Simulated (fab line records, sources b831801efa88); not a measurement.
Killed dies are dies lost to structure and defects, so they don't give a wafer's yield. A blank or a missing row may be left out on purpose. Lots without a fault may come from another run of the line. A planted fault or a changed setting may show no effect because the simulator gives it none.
fab line records | flow sky130 | part 1 of 2: steps 1 to 25 of 35
record lots=5 wafers=15 last_day=49
route steps=708 shown POLY_CUT@309 SD_P@320 RES_XHIGH@332 SD_N@342
lots that met no fault: from a run of the same line without faults
start_h: hours from the record's first day to the start of the lot's first wafer shown | wait_h: hours since the lot's step before | " the same as in the row above | L1.1+2: a row that stands for several wafers | - no value, or no start given | * or withheld: withheld | < > ~ a bound
route shown NAME@n: a module of which the file shows steps, and the number in the route of the first | usual: mean/standard deviation of fault-free wafers | same: alike in all rows | chamber/n: place in a boat | sites: the reading at each site | _std_site: their standard deviation | _edge_site: outer sites' mean less inner sites' | radius_mm: how far each site lies from the wafer's centre | mask NAME#n: copy n | behind: the tool/chamber that last shaped the wafer | hold: why the lot was held/for how many hours/how that ended | device: the transistor (n, p or np) that didn't switch | end of line: the same wafers' tests at the end of the route | a step without rows: its recipe alone | killed: dies lost to structure and defects at the first sort, not the wafer's yield | map: a wafer's dies, x killed, . not, _ none there
set.NAME: the setting as run; set.NAME@STEP: as run at that earlier step | model.NAME: the simulator's own value behind a step, which no gauge read
lots at some steps of the route; a table a step, a row a wafer
services: from which hour (start_h, from the record's first day; less than 0 if before it) a tool's chamber was out of use, for how many hours, and why
## steps
# step SKY_POLY_CUT_COAT_02
# recipe resist=BARC temp_c=withheld time_s=withheld spin_rpm=3000 resist_thk_nm=60
# usual exhaust_pa=45.0/0.95
# columns lot.wafer tool chamber start_h wait_h exhaust_pa
L078.1 litho_track-03 0 569.07 0.1 44.1
L078.4 " 0 " " 44.4
L078.6 " 0 " " 46.0
L082.1 litho_track-03 0 618.67 0.1 45.0
L082.4 " 0 " " 46.4
L082.6 " 0 " " 46.5
L085.1 litho_track-03 0 642.17 0.1 43.3
L085.2 " 0 " " 44.2
L085.4 " 0 " " 45.8
L087.1 litho_track-02 0 655.11 0.1 45.3
L087.2 " 0 " " 44.6
L087.3 " 0 " " 45.0
L092.1 litho_track-04 0 694.78 0.1 44.4
L092.2 " 0 " " 44.0
L092.5 " 0 " " 45.4
# step SKY_POLY_CUT_COAT_03
# recipe resist=KrF-thick spin_rpm=3000 resist_thk_nm=450
# usual exhaust_pa=45.2/0.78
# columns lot.wafer tool chamber start_h wait_h exhaust_pa
L078.1 litho_track-03 0 - - 45.2
L078.4 " 0 " " 45.7
L078.6 " 0 " " 45.1
L082.1 litho_track-03 0 - - 45.7
L082.4 " 0 " " 44.5
L082.6 " 0 " " 45.3
L085.1 litho_track-03 0 - - 45.3
L085.2 " 0 " " 45.4
L085.4 " 0 " " 45.7
L087.1 litho_track-02 0 - - 44.3
L087.2 " 0 " " 45.2
L087.3 " 0 " " 44.3
L092.1 litho_track-04 0 - - 45.1
L092.2 " 0 " " 43.9
L092.5 " 0 " " 46.0
# step SKY_POLY_CUT_SOFTBAKE_04
# recipe temp_c=100 time_s=90 resist=KrF-thick
# usual exhaust_pa=45.0/0.78
# columns lot.wafer tool chamber start_h wait_h exhaust_pa
L078.1 litho_track-03 0 - - 45.0
L078.4 " 0 " " 45.1
L078.6 " 0 " " 44.7
L082.1 litho_track-03 0 - - 45.6
L082.4 " 0 " " 45.3
L082.6 " 0 " " 45.2
L085.1 litho_track-03 0 - - 46.0
L085.2 " 0 " " 44.8
L085.4 " 0 " " 44.3
L087.1 litho_track-02 0 - - 43.5
L087.2 " 0 " " 44.0
L087.3 " 0 " " 45.1
L092.1 litho_track-04 0 - - 45.4
L092.2 " 0 " " 45.9
L092.5 " 0 " " 45.7
# step SKY_POLY_CUT_EXPOSE_05
# recipe mask_id=NPCM na=0.8 source_shape=annular sigma_inner=0.55 sigma_outer=0.85 target_cd_nm=270 dose_mj=32
# columns lot.wafer tool chamber start_h wait_h mask
L078.1+4+6 krf_scanner-01 0 - - NPCM#0
L082.1+4+6 krf_scanner-01 0 - - NPCM#0
L085.1+2+4 krf_scanner-01 0 - - NPCM#0
L087.1+2+3 krf_scanner-02 0 - - NPCM#0
L092.1+2+5 krf_scanner-01 0 - - NPCM#0
# step SKY_POLY_CUT_PEB_06
# recipe peb_temp_c=withheld peb_time_s=withheld resist=KrF-thick
# usual exhaust_pa=45.0/0.89
# columns lot.wafer tool chamber start_h wait_h exhaust_pa
L078.1 litho_track-04 0 - - 44.8
L078.4 " 0 " " 44.4
L078.6 " 0 " " 43.8
L082.1 litho_track-03 0 - - 44.1
L082.4 " 0 " " 45.0
L082.6 " 0 " " 45.0
L085.1 litho_track-04 0 - - 43.4
L085.2 " 0 " " 44.8
L085.4 " 0 " " 44.7
L087.1 litho_track-02 0 - - 45.5
L087.2 " 0 " " 43.7
L087.3 " 0 " " 45.0
L092.1 litho_track-02 0 - - 44.8
L092.2 " 0 " " 44.5
L092.5 " 0 " " 43.8
# step SKY_POLY_CUT_DEVELOP_07
# recipe develop_time_s=60 resist=KrF-thick dev_temp_c=21
# usual exhaust_pa=45.0/0.96
# columns lot.wafer tool chamber start_h wait_h exhaust_pa
L078.1 litho_track-04 0 - - 45.9
L078.4 " 0 " " 43.5
L078.6 " 0 " " 44.5
L082.1 litho_track-03 0 - - 45.1
L082.4 " 0 " " 46.4
L082.6 " 0 " " 44.5
L085.1 litho_track-04 0 - - 43.4
L085.2 " 0 " " 44.6
L085.4 " 0 " " 44.8
L087.1 litho_track-02 0 - - 46.4
L087.2 " 0 " " 47.2
L087.3 " 0 " " 46.3
L092.1 litho_track-02 0 - - 43.4
L092.2 " 0 " " 44.0
L092.5 " 0 " " 44.3
# step SKY_POLY_CUT_CD_MEAS_08
# recipe target_cd_nm=270
# usual cd_nm=270.7/1.6
# columns lot.wafer tool chamber start_h wait_h cd_nm
L078.1 cd_sem-02 - 583.98 - 271.3
L078.4 " - " " 272.8
L078.6 " - " " 272.5
L082.1 cd_sem-02 - 632.87 - 271.2
L082.4 " - " " 271.4
L082.6 " - " " 269.3
L085.1 cd_sem-02 - 656.58 - 270.9
L085.2 " - " " 272.3
L085.4 " - " " 272.2
L087.1 cd_sem-02 - 669.66 - 269.6
L087.2 " - " " 267.7
L087.3 " - " " 268.4
L092.1 cd_sem-01 - 709.06 - 271.4
L092.2 " - " " 271.8
L092.5 " - " " 271.4
# step SKY_POLY_CUT_OVL_MEAS_09
# usual POLY_CUT_OVL=-2/5.5
# columns lot.wafer tool chamber start_h wait_h POLY_CUT_OVL[nm]
L078.1 overlay-02 - 584.10 0.1 -12
L078.4 " - " " -14
L078.6 " - " " -7
L082.1 overlay-02 - 632.99 0.1 3
L082.4 " - " " 2
L082.6 " - " " 1
L085.1 overlay-02 - 656.70 0.1 -5
L085.2 " - " " -12
L085.4 " - " " -13
L087.1 overlay-01 - 669.78 0.1 0
L087.2 " - " " 7
L087.3 " - " " -8
L092.1 overlay-02 - 709.18 0.1 -4
L092.2 " - " " 0
L092.5 " - " " 4
# step SKY_POLY_CUT_ETCH_10
# recipe chemistry=N2/H2 target=BARC ion_energy_ev=200 source_w=500 bias_w=100 pressure_mtorr=30 n2_flow_sccm=100 h2_flow_sccm=200 stop_on=SiO2 time_s=45.9 target_depth_a=600
# usual drypump_motor_current_A=6.0/0.5 h2_flow_sccm=200.0/0.59 oes_product_au=0.855/0.0045 throttle_valve_pct=13.225/0.0097
# columns lot.wafer tool chamber start_h wait_h drypump_motor_current_A h2_flow_sccm oes_product_au rf_hours_counter_h throttle_valve_pct
L078.1 rie_diel-03 3 584.14 0.0 5.4 200.3 0.849 12 13.239
L078.4 " 0 " " 5.8 199.3 0.854 2 13.218
L078.6 " 2 " " 6.6 200.0 0.853 - 13.232
L082.1 rie_diel-01 1 633.02 0.0 6.2 199.6 0.862 2 13.227
L082.4 " 2 " " 6.4 199.7 0.856 18 13.237
L082.6 " 3 " " 5.6 199.9 0.854 - 13.210
L085.1 rie_diel-01 2 656.74 0.0 6.4 199.6 0.854 19 13.216
L085.2 " 0 " " 4.9 200.8 0.855 15 13.224
L085.4 " 1 " " 6.2 200.2 0.858 2 13.231
L087.1 rie_diel-03 2 669.81 0.0 6.6 200.7 0.858 21 13.224
L087.2 " 0 " " 5.9 200.3 0.854 4 13.253
L087.3 " 3 " " 5.4 199.2 0.863 13 13.222
L092.1 rie_diel-04 3 709.21 0.0 6.2 200.3 0.848 17 13.233
L092.2 " 1 " " 6.1 200.7 0.849 16 13.228
L092.5 " 3 " " 6.3 199.9 0.848 - 13.242
# step SKY_POLY_CUT_ETCH_11
# recipe target=Si3N4 chemistry=CF4/CH2F2/Ar stop_on=poly-Si source_w=600 bias_w=150 pressure_mtorr=40 cf4_flow_sccm=40 ch2f2_flow_sccm=20 Ar_flow_sccm=150 time_s=42.5 target_depth_a=600
# usual drypump_motor_current_A=6.0/0.5 mfc_ar_sccm=150.0/0.45 oes_product_au=0.830/0.0058 throttle_valve_pct=14.994/0.0088
# columns lot.wafer tool chamber start_h wait_h drypump_motor_current_A mfc_ar_sccm oes_product_au rf_hours_counter_h throttle_valve_pct
L078.1 rie_diel-03 3 584.18 0.0 5.4 150.7 0.836 12 14.992
L078.4 " 0 " " 5.8 149.9 0.836 2 14.997
L078.6 " 2 " " 6.6 150.1 0.832 - 15.000
L082.1 rie_diel-01 1 633.07 0.0 6.2 150.3 0.832 2 14.991
L082.4 " 2 " " 6.5 150.5 0.830 18 14.996
L082.6 " 3 " " 5.5 149.8 0.823 - 14.982
L085.1 rie_diel-01 2 656.78 0.0 6.5 150.0 0.833 19 14.984
L085.2 " 0 " " 4.9 150.1 0.829 15 15.003
L085.4 " 1 " " 6.1 150.3 0.835 2 14.994
L087.1 rie_diel-03 2 669.85 0.0 6.6 149.6 0.830 21 14.996
L087.2 " 0 " " 5.8 150.4 0.818 4 14.984
L087.3 " 3 " " 5.4 148.8 0.824 13 14.998
L092.1 rie_diel-04 3 709.25 0.0 6.2 150.7 0.833 17 14.985
L092.2 " 1 " " 6.1 150.4 0.837 16 15.015
L092.5 " 3 " " 6.2 149.8 0.829 - 15.001
# step SKY_POLY_CUT_STRIP_12
# recipe chemistry=O2/N2 power_w=1400 pressure_mtorr=1500 platen_temp_c=withheld o2_flow_sccm=3000 n2_flow_sccm=300 overash_fraction=0.5
# usual drypump_motor_current_A=6.2/0.44 oes_product_au=0.452/0.0048 strip_time_to_endpoint_s=5.358/0.016
# columns lot.wafer tool chamber start_h wait_h drypump_motor_current_A oes_product_au rf_hours_counter_h strip_time_to_endpoint_s
L078.1 plasma_asher-03 1 584.22 0.0 6.4 0.456 16 5.371
L078.4 " 0 " " 5.9 0.452 - 5.340
L078.6 " 0 " " 5.9 0.448 - 5.382
L082.1 plasma_asher-01 1 633.11 0.0 6.6 0.456 82 5.324
L082.4 " 1 " " 6.6 0.449 - 5.335
L082.6 " 1 " " 6.6 0.445 - 5.336
L085.1 plasma_asher-01 1 656.82 0.0 6.6 0.454 84 5.368
L085.2 " 0 " " 5.4 0.454 84 5.351
L085.4 " 1 " " 6.6 0.455 - 5.349
L087.1 plasma_asher-02 0 669.89 0.0 6.6 0.452 100 5.371
L087.2 " 1 " " 6.4 0.451 100 5.382
L087.3 " 1 " " 6.4 0.442 - 5.367
L092.1 plasma_asher-01 1 709.29 0.0 6.6 0.457 89 5.339
L092.2 " 0 " " 5.4 0.451 89 5.345
L092.5 " 0 " " 5.4 0.453 - 5.353
# step SKY_SD_P_DEHYDRATE_00
# recipe temp_c=200 time_s=60
# usual exhaust_pa=45.2/0.93
# columns lot.wafer tool chamber start_h wait_h exhaust_pa
L078.1 litho_track-03 0 597.92 13.7 45.2
L078.4 " 0 " " 44.6
L078.6 " 0 " " 44.7
L082.1 litho_track-01 0 646.71 13.6 46.0
L082.4 " 0 " " 44.8
L082.6 " 0 " " 45.4
L085.1 litho_track-03 0 670.82 14.0 45.6
L085.2 " 0 " " 44.9
L085.4 " 0 " " 42.6
L087.1 litho_track-04 0 683.23 13.3 44.9
L087.2 " 0 " " 44.1
L087.3 " 0 " " 44.4
L092.1 litho_track-04 0 723.39 14.1 45.9
L092.2 " 0 " " 44.1
L092.5 " 0 " " 45.4
# step SKY_SD_P_HMDS_01
# recipe prime_time_s=60 prime_temp_c=120
# usual exhaust_pa=44.9/0.87
# columns lot.wafer tool chamber start_h wait_h exhaust_pa
L078.1 litho_track-03 0 598.07 0.1 44.1
L078.4 " 0 " " 44.5
L078.6 " 0 " " 45.4
L082.1 litho_track-01 0 646.86 0.1 44.8
L082.4 " 0 " " 43.8
L082.6 " 0 " " 44.8
L085.1 litho_track-03 0 670.97 0.1 44.5
L085.2 " 0 " " 44.1
L085.4 " 0 " " 44.4
L087.1 litho_track-04 0 683.38 0.1 44.2
L087.2 " 0 " " 45.6
L087.3 " 0 " " 44.5
L092.1 litho_track-04 0 723.54 0.1 46.3
L092.2 " 0 " " 44.6
L092.5 " 0 " " 44.6
# step SKY_SD_P_COAT_02
# recipe resist=NOVOLAK spin_rpm=3000 resist_thk_nm=1140
# usual exhaust_pa=44.9/0.9
# columns lot.wafer tool chamber start_h wait_h exhaust_pa
L078.1 litho_track-03 0 598.22 0.1 44.9
L078.4 " 0 " " 45.4
L078.6 " 0 " " 44.0
L082.1 litho_track-01 0 647.01 0.1 46.4
L082.4 " 0 " " 44.7
L082.6 " 0 " " 45.2
L085.1 litho_track-03 0 671.12 0.1 43.2
L085.2 " 0 " " 44.5
L085.4 " 0 " " 43.9
L087.1 litho_track-04 0 683.53 0.1 46.2
L087.2 " 0 " " 44.8
L087.3 " 0 " " 45.8
L092.1 litho_track-04 0 723.69 0.1 45.5
L092.2 " 0 " " 45.1
L092.5 " 0 " " 45.1
# step SKY_SD_P_SOFTBAKE_03
# recipe temp_c=90 time_s=60 resist=NOVOLAK
# usual exhaust_pa=44.9/0.89
# columns lot.wafer tool chamber start_h wait_h exhaust_pa
L078.1 litho_track-03 0 598.37 0.1 44.8
L078.4 " 0 " " 45.5
L078.6 " 0 " " 45.1
L082.1 litho_track-01 0 647.16 0.1 43.6
L082.4 " 0 " " 43.6
L082.6 " 0 " " 44.4
L085.1 litho_track-03 0 671.27 0.1 44.1
L085.2 " 0 " " 45.0
L085.4 " 0 " " 44.1
L087.1 litho_track-04 0 683.68 0.1 44.5
L087.2 " 0 " " 43.8
L087.3 " 0 " " 44.1
L092.1 litho_track-04 0 723.84 0.1 44.0
L092.2 " 0 " " 44.2
L092.5 " 0 " " 45.5
# step SKY_SD_P_EXPOSE_04
# recipe mask_id=PSDM na=0.6 source_shape=conventional sigma_outer=0.6 polarization=unpolarized target_cd_nm=380 dose_mj=138
# columns lot.wafer tool chamber start_h wait_h mask
L078.1+4+6 iline_stepper-02 0 - - PSDM#0
L082.1+4+6 iline_stepper-02 0 - - PSDM#0
L085.1+2+4 iline_stepper-01 0 - - PSDM#0
L087.1+2+3 iline_stepper-01 0 - - PSDM#0
L092.1+2+5 iline_stepper-01 0 - - PSDM#0
# step SKY_SD_P_PEB_05
# recipe temp_c=withheld time_s=* resist=NOVOLAK
# usual exhaust_pa=45.1/0.91
# columns lot.wafer tool chamber start_h wait_h exhaust_pa
L078.1 litho_track-04 0 - - 44.2
L078.4 " 0 " " 46.0
L078.6 " 0 " " 45.9
L082.1 litho_track-04 0 - - 45.5
L082.4 " 0 " " 44.9
L082.6 " 0 " " 45.4
L085.1 litho_track-01 0 - - 47.6
L085.2 " 0 " " 45.7
L085.4 " 0 " " 47.8
L087.1 litho_track-04 0 - - 43.7
L087.2 " 0 " " 43.3
L087.3 " 0 " " 45.0
L092.1 litho_track-01 0 - - 44.2
L092.2 " 0 " " 44.8
L092.5 " 0 " " 45.0
# step SKY_SD_P_DEVELOP_06
# recipe resist=NOVOLAK developer=TMAH develop_time_s=60 dev_temp_c=23
# usual exhaust_pa=45.1/0.74
# columns lot.wafer tool chamber start_h wait_h exhaust_pa
L078.1 litho_track-04 0 612.23 0.1 44.4
L078.4 " 0 " " 44.6
L078.6 " 0 " " 43.7
L082.1 litho_track-04 0 661.13 0.1 45.6
L082.4 " 0 " " 44.8
L082.6 " 0 " " 44.9
L085.1 litho_track-01 0 685.01 0.1 46.4
L085.2 " 0 " " 45.0
L085.4 " 0 " " 44.9
L087.1 litho_track-04 0 697.33 0.1 44.8
L087.2 " 0 " " 44.4
L087.3 " 0 " " 46.2
L092.1 litho_track-01 0 737.41 0.1 44.2
L092.2 " 0 " " 45.4
L092.5 " 0 " " 44.6
# step SKY_SD_P_CD_MEAS_07
# recipe target_cd_nm=380
# usual cd_nm=379.6/2.1
# columns lot.wafer tool chamber start_h wait_h cd_nm
L078.1 cd_sem-01 - 612.38 0.1 380.2
L078.4 " - " " 380.0
L078.6 " - " " 381.4
L082.1 cd_sem-02 - 661.28 0.1 382.1
L082.4 " - " " 379.0
L082.6 " - " " 380.4
L085.1 cd_sem-02 - 685.16 0.1 383.5
L085.2 " - " " 382.2
L085.4 " - " " 380.5
L087.1 cd_sem-01 - 697.48 0.1 379.6
L087.2 " - " " 378.5
L087.3 " - " " 379.9
L092.1 cd_sem-01 - 737.56 0.1 384.0
L092.2 " - " " 380.4
L092.5 " - " " 383.3
# step SKY_SD_P_OVL_MEAS_08
# usual SD_P_OVL=0.9/1.4
# columns lot.wafer tool chamber start_h wait_h SD_P_OVL[nm]
L078.1 overlay-01 - 612.50 0.1 2.4
L078.4 " - " " 0.3
L078.6 " - " " -1.2
L082.1 overlay-02 - 661.40 0.1 -0.3
L082.4 " - " " 1.4
L082.6 " - " " 1.7
L085.1 overlay-02 - 685.28 0.1 0.4
L085.2 " - " " 1.8
L085.4 " - " " 2.8
L087.1 overlay-01 - 697.60 0.1 -0.8
L087.2 " - " " -0.3
L087.3 " - " " -1.9
L092.1 overlay-02 - 737.68 0.1 2.9
L092.2 " - " " 1.3
L092.5 " - " " 0.6
# step SKY_SD_P_IMPLANT_09
# recipe species=BF2 energy_kev=20 dose_cm2=3e+15 tilt_deg=0
# usual faraday_current_uA=12347/1100
# columns lot.wafer tool chamber start_h wait_h faraday_current_uA
L078.1 implanter-02 0 612.54 0.0 11226
L078.4 " 0 " " 11334
L078.6 " 0 " " 11582
L082.1 implanter-01 0 661.44 0.0 13500
L082.4 " 0 " " 13594
L082.6 " 0 " " 12736
L085.1 implanter-03 0 685.32 0.0 11415
L085.2 " 0 " " 10934
L085.4 " 0 " " 11260
L087.1 implanter-01 0 697.64 0.0 13703
L087.2 " 0 " " 13181
L087.3 " 0 " " 13493
L092.1 implanter-01 0 737.72 0.0 13876
L092.2 " 0 " " 13748
L092.5 " 0 " " 13534
# step SKY_SD_P_STRIP_10
# recipe chemistry=O2/N2 power_w=1400 pressure_mtorr=1500 platen_temp_c=withheld o2_flow_sccm=3000 n2_flow_sccm=300 overash_fraction=0.5
# usual drypump_motor_current_A=6.0/0.42 oes_product_au=0.618/0.0046 strip_time_to_endpoint_s=17.52/0.04
# columns lot.wafer tool chamber start_h wait_h drypump_motor_current_A oes_product_au rf_hours_counter_h strip_time_to_endpoint_s
L078.1 plasma_asher-01 1 612.69 0.1 6.6 0.614 80 17.46
L078.4 " 0 " " 5.4 0.624 - 17.50
L078.6 " 0 " " 5.4 0.617 - 17.49
L082.1 plasma_asher-03 0 661.59 0.1 5.9 0.626 23 17.54
L082.4 " 1 " " 6.4 0.618 - 17.49
L082.6 " 0 " " 5.9 0.624 - 17.54
L085.1 plasma_asher-03 0 685.47 0.1 6.0 0.619 25 17.46
L085.2 " 1 " " 6.4 0.618 25 17.47
L085.4 " 0 " " 6.0 0.619 - 17.51
L087.1 plasma_asher-01 1 697.79 0.1 6.6 0.620 88 17.55
L087.2 " 0 " " 5.4 0.611 88 17.57
L087.3 " 0 " " 5.4 0.619 - 17.54
L092.1 plasma_asher-04 1 737.87 0.1 6.0 0.621 60 17.53
L092.2 " 0 " " 5.6 0.615 60 17.58
L092.5 " 1 " " 6.0 0.610 - 17.59
# step SKY_SD_P_TW_MEAS_11
# usual SD_P_TW=2820/15
# columns lot.wafer tool chamber start_h wait_h SD_P_TW
L078.1 film_metro-03 - 612.79 0.1 2812
L078.4 " - " " 2803
L078.6 " - " " 2803
L082.1 film_metro-02 - 661.69 0.1 2823
L082.4 " - " " 2812
L082.6 " - " " 2795
L085.1 film_metro-03 - 685.57 0.1 2809
L085.2 " - " " 2807
L085.4 " - " " 2817
L087.1 film_metro-01 - 697.89 0.1 2853
L087.2 " - " " 2838
L087.3 " - " " 2856
L092.1 film_metro-01 - 737.97 0.1 2829
L092.2 " - " " 2831
L092.5 " - " " 2843
# step SKY_RES_XHIGH_DEHYDRATE_00
# recipe temp_c=200 time_s=60
# usual exhaust_pa=45.1/0.91
# columns lot.wafer tool chamber start_h wait_h exhaust_pa
L078.1 litho_track-03 0 626.87 14.1 43.7
L078.4 " 0 " " 44.9
L078.6 " 0 " " 44.9
L082.1 litho_track-01 0 675.41 13.7 44.8
L082.4 " 0 " " 44.2
L082.6 " 0 " " 44.6
L085.1 litho_track-03 0 698.87 13.3 44.1
L085.2 " 0 " " 44.8
L085.4 " 0 " " 45.1
L087.1 litho_track-02 0 710.76 12.9 43.7
L087.2 " 0 " " 44.9
L087.3 " 0 " " 43.3
L092.1 litho_track-01 0 751.21 13.2 45.2
L092.2 " 0 " " 44.1
L092.5 " 0 " " 46.3
# step SKY_RES_XHIGH_HMDS_01
# recipe prime_time_s=60 prime_temp_c=120
# usual exhaust_pa=45.0/0.75
# columns lot.wafer tool chamber start_h wait_h exhaust_pa
L078.1 litho_track-03 0 627.02 0.1 45.3
L078.4 " 0 " " 44.0
L078.6 " 0 " " 44.9
L082.1 litho_track-01 0 675.56 0.1 45.8
L082.4 " 0 " " 45.7
L082.6 " 0 " " 45.2
L085.1 litho_track-03 0 699.02 0.1 45.4
L085.2 " 0 " " 44.1
L085.4 " 0 " " 45.3
L087.1 litho_track-02 0 710.91 0.1 44.6
L087.2 " 0 " " 43.8
L087.3 " 0 " " 45.0
L092.1 litho_track-01 0 751.36 0.1 46.5
L092.2 " 0 " " 46.6
L092.5 " 0 " " 44.1
